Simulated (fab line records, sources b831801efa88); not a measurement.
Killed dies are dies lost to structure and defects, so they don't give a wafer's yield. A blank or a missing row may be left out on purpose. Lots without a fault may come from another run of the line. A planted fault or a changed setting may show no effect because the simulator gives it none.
A struck lot beside a sound one | flow sky130 | 15 steps out of a route of 708
Sound: wafers L437.2, L437.3, L437.5. Struck: wafers L446.1, L446.4. (L446.6 of the same lot was not struck and is left out.) The cause comes at the end.
At each step with rows: each side's tool, then ch and its chambers, then its first start. Under that, the readings that differ: sound wafers | struck wafers | difference of the means | sigmas: that difference in standard deviations of wafers without a fault.
alike: readings whose means differ by less than 2 such deviations, and words and numbers that are the same on both sides. not compared: withheld readings, readings that some wafer has no value for, bounds like >300 that may hide the same value, and numbers for which the record gives no deviation and whose values overlap.
The two part at a step that has a row with sigmas, a row that says differs or no value, or rows on one side only. Numbers that don't overlap but have no deviation are shown without sigmas and don't part them. A reading that every wafer of one side lacks parts them only if that side has two wafers or more.

SKY_VIA2_CMP_02: polishes SiO2.
  sound on cmp-02 ch 0,1,3, day 36 09:37; struck on cmp-01 ch 1,3, day 38 19:11
  alike: motor_current_A
SKY_VIA2_BOW_MEAS_03:
  sound on film_metro-02, day 36 09:50; struck on film_metro-04, day 38 19:29
  alike: VIA2_BOW
then, 8 steps without rows for these wafers: SKY_VIA2_DEHYDRATE_04 (time 60 s); SKY_VIA2_HMDS_05 (prime time 60 s); SKY_VIA2_COAT_06 (resist thk 60 nm); SKY_VIA2_COAT_07 (resist thk 450 nm); SKY_VIA2_SOFTBAKE_08 (time 90 s); SKY_VIA2_EXPOSE_09 (exposes mask VIM2, target cd 200 nm); SKY_VIA2_PEB_10; SKY_VIA2_DEVELOP_11 (develop time 60 s).
SKY_VIA2_CD_MEAS_12: target cd 200 nm.
  sound on cd_sem-02, day 37 11:41; struck on cd_sem-01, day 39 18:34
  alike: cd_nm
SKY_VIA2_OVL_MEAS_13:
  sound on overlay-01, day 37 11:47; struck on overlay-02, day 39 18:41
  alike: VIA2_OVL
SKY_VIA2_ETCH_14: etches BARC in N2/H2, stops on SiO2, time 45.9 s, target depth 60 nm.
  sound on rie_diel-02 ch 1,3, day 37 11:49; struck on rie_diel-02 ch 1,3, day 39 18:43
  reading                                     | sound             | struck      | difference | sigmas
  oes_product_au (a.u.)                       | 0.858 0.857 0.844 | 0.981 0.972 | +0.123     | +25
  run_length_s (s)                            | 75.3 73.6 75.0    | 66.8 68.2   | -7.1       | -14
  model.KrF-thick_of_VIA2_COAT_07.thk_nm (nm) | 393.3 394 394     | 399.4 402   | +6.9       |
  alike: drypump_motor_current_A, throttle_valve_pct
  not compared: rf_hours_counter_h
SKY_VIA2_ETCH_15: etches SiO2 in C4F8/O2/Ar, stops on TiN, target depth 546 nm, time 84 s.
  sound on rie_diel-02 ch 1,3, day 37 11:52; struck on rie_diel-02 ch 1,3, day 39 18:46
  reading                                     | sound             | struck      | difference | sigmas
  model.KrF-thick_of_VIA2_COAT_07.thk_nm (nm) | 285.8 283.6 287.3 | 290.9 295.9 | +7.8       |
  alike: oes_product_au, run_length_s
  not compared: rf_hours_counter_h
SKY_VIA2_STRIP_16: strips in O2/N2.
  sound on plasma_asher-02 ch 0, day 37 11:56; struck on plasma_asher-02 ch 1, day 39 18:50
  reading                      | sound          | struck    | difference | sigmas
  strip_time_to_endpoint_s (s) | 4.08 4.05 4.09 | 4.14 4.18 | +0.09      | +3
  alike: drypump_motor_current_A, o2_flow_sccm, oes_product_au
  not compared: rf_hours_counter_h

WHERE THEY PART
First at SKY_VIA2_ETCH_14; last, within this record, at SKY_VIA2_STRIP_16.

WHY: what the simulator had put in
Process parameter drift: rie_diel-02, from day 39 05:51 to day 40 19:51, at SKY_VIA2_ETCH_14. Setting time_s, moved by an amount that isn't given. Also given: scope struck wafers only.
